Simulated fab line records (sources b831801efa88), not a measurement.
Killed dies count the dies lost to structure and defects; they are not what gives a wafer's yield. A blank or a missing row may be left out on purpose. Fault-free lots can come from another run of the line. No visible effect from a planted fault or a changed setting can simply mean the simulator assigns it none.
The tool behind it: which one?	flow sky130	11 lots, 32 wafers sampled, at 5 steps of a route of 708

WHAT EACH GAUGE READ, for each wafer
The record holds no reading of a measuring or inspecting step that can be judged against a usual standard deviation.

WHICH TOOL RAN EACH LOT (tool, then ch and the chambers of the sampled wafers, then the start)
lot	SKY_METAL3_ETCH_16	SKY_VIA3_STRIP_16	SKY_VIA3_CMP_24	SKY_METAL4_SPUTTER_04	SKY_PAD_OPEN_PROBE_99
L142	rie_metal-02 ch 0,1, day 38 09:22	plasma_asher-04 ch 0, day 39 12:03	cmp-01 ch 0,2,3, day 39 13:03	pvd_sputter-03, day 39 13:25	prober-01, day 45 15:02
L143	rie_metal-03 ch 0,1, day 38 20:20	plasma_asher-04 ch 0,1, day 39 23:02	cmp-01 ch 0,1,2, day 40 00:03	pvd_sputter-02, day 40 00:27	prober-02, day 45 23:29
L146	rie_metal-03 ch 0,1, day 39 20:32	plasma_asher-02 ch 0,1, day 40 22:54	cmp-01 ch 0,2,3, day 40 23:57	pvd_sputter-02, day 41 00:16	prober-02, day 46 20:52
L147	rie_metal-03 ch 0,1, day 39 20:45	plasma_asher-04 ch 0,1, day 40 22:35	cmp-02 ch 0,3, day 40 23:33	pvd_sputter-03, day 40 23:55	prober-01, day 46 19:56
L149	rie_metal-04 ch 0,1, day 40 13:47	plasma_asher-04 ch 0,1, day 41 15:44	cmp-02 ch 1,2,3, day 41 16:49	pvd_sputter-03, day 41 17:13	prober-02, day 47 10:43
L150	rie_metal-02 ch 0,1, day 41 01:20	plasma_asher-03 ch 0,1, day 42 02:16	cmp-01 ch 0,2,3, day 42 03:20	pvd_sputter-03, day 42 03:44	prober-01, day 47 18:23
L154	rie_metal-03 ch 0, day 42 02:46	plasma_asher-02 ch 0,1, day 43 03:09	cmp-02 ch 0,2, day 43 04:06	pvd_sputter-02, day 43 04:31	prober-02, day 48 14:56
L156	rie_metal-03 ch 1, day 42 12:49	plasma_asher-04 ch 0,1, day 43 13:54	cmp-01 ch 0,1, day 43 14:51	pvd_sputter-01, day 43 15:16	prober-01, day 49 01:28
L163	rie_metal-02 ch 0,1, day 44 06:22	plasma_asher-02 ch 0,1, day 45 06:24	cmp-01 ch 0,1,2, day 45 07:25	pvd_sputter-03, day 45 07:46	prober-02, day 50 08:29
L164	rie_metal-04 ch 0,1, day 44 09:13	plasma_asher-02 ch 0,1, day 45 08:11	cmp-02 ch 0,1,2, day 45 09:11	pvd_sputter-03, day 45 09:33	prober-01, day 50 08:53
L165	rie_metal-04 ch 0,1, day 44 20:32	plasma_asher-03 ch 0,1, day 45 19:35	cmp-01 ch 2,3, day 45 20:37	pvd_sputter-03, day 45 20:57	prober-02, day 50 17:15
- SKY_METAL3_ETCH_16: etches BARC in N2/H2, stops on SiO2, time 88.2 s, target depth 60 nm.
- SKY_VIA3_STRIP_16: strips in O2/N2.
- SKY_VIA3_CMP_24: polishes, stops on SiO2, t overpolish 20 s, target thk 0 nm.
- SKY_METAL4_SPUTTER_04: material TiN, target thk 70 nm, time 58.3 s.
- SKY_PAD_OPEN_PROBE_99

AS READ BY THE TOOLS THEMSELVES (means over the sampled wafers that have a number; for cases with no such wafer, the mark the record gives instead)
SKY_METAL3_ETCH_16. Usual: drypump_motor_current_A 5.8 A, standard deviation 0.59; oes_product_au 0.625 a.u., standard deviation 0.005; throttle_valve_pct 13.205 %, standard deviation 0.0099.
lot	tool	drypump_motor_current_A (A)	oes_product_au (a.u.)	throttle_valve_pct (%)	flag
L142	rie_metal-02	6.0	0.626	13.204	
L143	rie_metal-03	6.2	0.628	13.208	
L146	rie_metal-03	6.1	0.624	13.211	
L147	rie_metal-03	6.2	0.622	13.205	
L149	rie_metal-04	5.5	0.626	13.206	
L150	rie_metal-02	5.7	0.628	13.201	
L154	rie_metal-03	6.4	0.626	13.205	
L156	rie_metal-03	6.0	0.619	13.209	
L163	rie_metal-02	5.7	0.626	13.216	
L164	rie_metal-04	5.1	0.625	13.206	
L165	rie_metal-04	5.3	0.623	13.204	

SKY_VIA3_STRIP_16. Usual: drypump_motor_current_A 5.8 A, standard deviation 0.47; o2_flow_sccm 3000 sccm, standard deviation 9.2; oes_product_au 0.402 a.u., standard deviation 0.0048; strip_time_to_endpoint_s 4.137 s, standard deviation 0.022.
lot	tool	drypump_motor_current_A (A)	o2_flow_sccm (sccm)	oes_product_au (a.u.)	strip_time_to_endpoint_s (s)	flag
L142	plasma_asher-04	5.3	3005	0.396	4.128	
L143	plasma_asher-04	5.6	3002	0.402	4.115	
L146	plasma_asher-02	5.7	3003	0.401	4.131	
L147	plasma_asher-04	5.6	2996	0.399	4.143	
L149	plasma_asher-04	5.6	3008	0.400	4.132	
L150	plasma_asher-03	6.2	2992	0.404	4.145	
L154	plasma_asher-02	5.9	3003	0.405	4.113	
L156	plasma_asher-04	5.5	3001	0.404	4.140	
L163	plasma_asher-02	5.9	3004	0.401	4.115	
L164	plasma_asher-02	5.7	2995	0.409	4.168	
L165	plasma_asher-03	6.0	2996	0.402	4.143	

SKY_VIA3_CMP_24. Usual: head_pressure_psi 3.500 psi, standard deviation 0.008; motor_current_A 11.1 A, standard deviation 1.6; overpolish_run_s 20.000 s, standard deviation 0.0088; time_to_endpoint_s 94 s, standard deviation 3.4.
lot	tool	head_pressure_psi (psi)	motor_current_A (A)	overpolish_run_s (s)	time_to_endpoint_s (s)	flag
L142	cmp-01	3.498	11.6	20.002	96	
L143	cmp-01	3.498	10.5	19.999	96	
L146	cmp-01	3.496	10.9	20.002	96	
L147	cmp-02	3.504	10.0	19.996	91	
L149	cmp-02	3.497	11.6	19.994	91	
L150	cmp-01	3.492	11.1	19.990	95	
L154	cmp-02	3.493	11.5	19.999	93	
L156	cmp-01	3.506	10.8	20.000	95	
L163	cmp-01	3.493	10.0	13.341	110	OFF
L164	cmp-02	3.501	11.5	19.993	97	
L165	cmp-01	3.516	12.2	10.011	118	OFF

SKY_METAL4_SPUTTER_04. Usual: cathode_dc_power_W 6500.0 W, standard deviation 1.1; throttle_valve_pct 30.2 %, standard deviation 0.93.
lot	tool	cathode_dc_power_W (W)	throttle_valve_pct (%)	flag
L142	pvd_sputter-03	6500.1	31.0	
L143	pvd_sputter-02	6500.6	30.1	
L146	pvd_sputter-02	6500.6	28.9	
L147	pvd_sputter-03	6499.4	30.3	
L149	pvd_sputter-03	6500.5	30.4	
L150	pvd_sputter-03	6499.7	30.7	
L154	pvd_sputter-02	6499.2	29.2	
L156	pvd_sputter-01	6499.9	30.0	
L163	pvd_sputter-03	6499.1	30.6	
L164	pvd_sputter-03	6498.8	30.9	
L165	pvd_sputter-03	6502.2	29.7	

SKY_PAD_OPEN_PROBE_99. Usual: defect_limited_yield 82.3 %, standard deviation 2; killed_at_M0_to_M3 43, standard deviation 7.3; killed_at_M4_up 3.2, standard deviation 1.8; killed_at_contacts 24, standard deviation 5.8; killed_at_front_end 16, standard deviation 4.5; killed_at_other 0.3, standard deviation 0.53; killed_dies 87, standard deviation 9.9; killed_on_rim 17, standard deviation 3.8; killed_open 48, standard deviation 6.8; killed_short 39, standard deviation 6.9; sort_bin_3_pad_short 0.8 %, standard deviation 0.42; sort_bin_5_function 10.4 %, standard deviation 1.6; sort_bin_6_memory 6.4 %, standard deviation 1.2; sort_n_pass 405, standard deviation 9.9; sort_yield_pct 82.3 %, standard deviation 2.
lot	tool	defect_limited_yield (%)	killed_at_M0_to_M3	killed_at_M4_up	killed_at_contacts	killed_at_front_end	killed_at_other	killed_dies	killed_on_rim	killed_open	killed_short	sort_bin_3_pad_short (%)	sort_bin_5_function (%)	sort_bin_6_memory (%)	sort_n_pass	sort_yield_pct (%)	flag
L142	prober-01	83.4	44	2.7	23	12	0.0	82	17	41	41	0.9	10.2	5.6	410	83.4	
L143	prober-02	79.1	49	7.0	31	15	0.7	103	18	56	47	1.3	11.9	7.7	389	79.1	
L146	prober-02	81.7	44	2.7	23	20	0.0	90	20	49	41	0.9	11.5	5.8	402	81.7	
L147	prober-01	82.4	43	2.3	29	11	0.7	87	16	49	38	0.5	10.7	6.5	405	82.4	
L149	prober-02	81.1	47	2.7	29	15	0.0	93	18	53	40	1.1	10.9	6.9	399	81.1	
L150	prober-01	82.4	46	2.0	21	18	0.0	87	17	53	34	1.1	10.4	6.2	405	82.4	
L154	prober-02	81.2	49	3.3	25	16	0.0	93	19	52	41	0.6	11.8	6.4	399	81.2	
L156	prober-01	84.7	40	1.7	21	13	0.0	75	14	43	32	0.8	9.2	5.3	417	84.7	
L163	prober-02	53.5	175	5.7	32	16	0.3	229	44	52	43	27.8	12.5	6.2	263	53.5	OFF
L164	prober-01	83.3	42	3.3	24	12	0.7	82	16	44	38	0.9	10.2	5.7	410	83.3	
L165	prober-02	42.0	242	3.0	22	18	0.0	286	56	52	34	41.8	9.6	6.7	206	42.0	OFF

THE ANSWER, worked out from the rows above alone
Rule: a lot is off if the mean of its wafers that have a number lies more than 3 standard deviations from the usual mean. A lot without any number at a reading at which 4 lots or more have one is off too. The other lots that the step has rows for count as sound. After the gauges, taken in route order, come the tools' own readings; for these a lot's mean is taken, as printed above. The first step at which some lot is off is used, and at that step the reading that is off furthest; a lot without a number counts as furthest.
Off: L163, L165, at SKY_VIA3_CMP_24 (overpolish_run_s).
If a tool, at that step or one of the process steps before it, ran each lot that is off and ran no sound lot following the first of them, it fits. One fits: SKY_VIA3_CMP_24 on cmp-01. A fault onset in the window from L156 (day 43 14:51, its last sound lot) to L163 (day 45 07:25, its first lot off) fits.
The tool's own readings at SKY_VIA3_CMP_24 bear it out: on the lots that are off they differ by more than 5 times the standard deviation of the sound lots' means. overpolish_run_s reads 11.676 s there against 19.997 s on the sound lots; time_to_endpoint_s reads 114 s there against 94 s on the sound lots.

WHAT WAS PUT IN BY THE SIMULATOR
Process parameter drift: cmp-01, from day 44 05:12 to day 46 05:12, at SKY_VIA3_CMP_24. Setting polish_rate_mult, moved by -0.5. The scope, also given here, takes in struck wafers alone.
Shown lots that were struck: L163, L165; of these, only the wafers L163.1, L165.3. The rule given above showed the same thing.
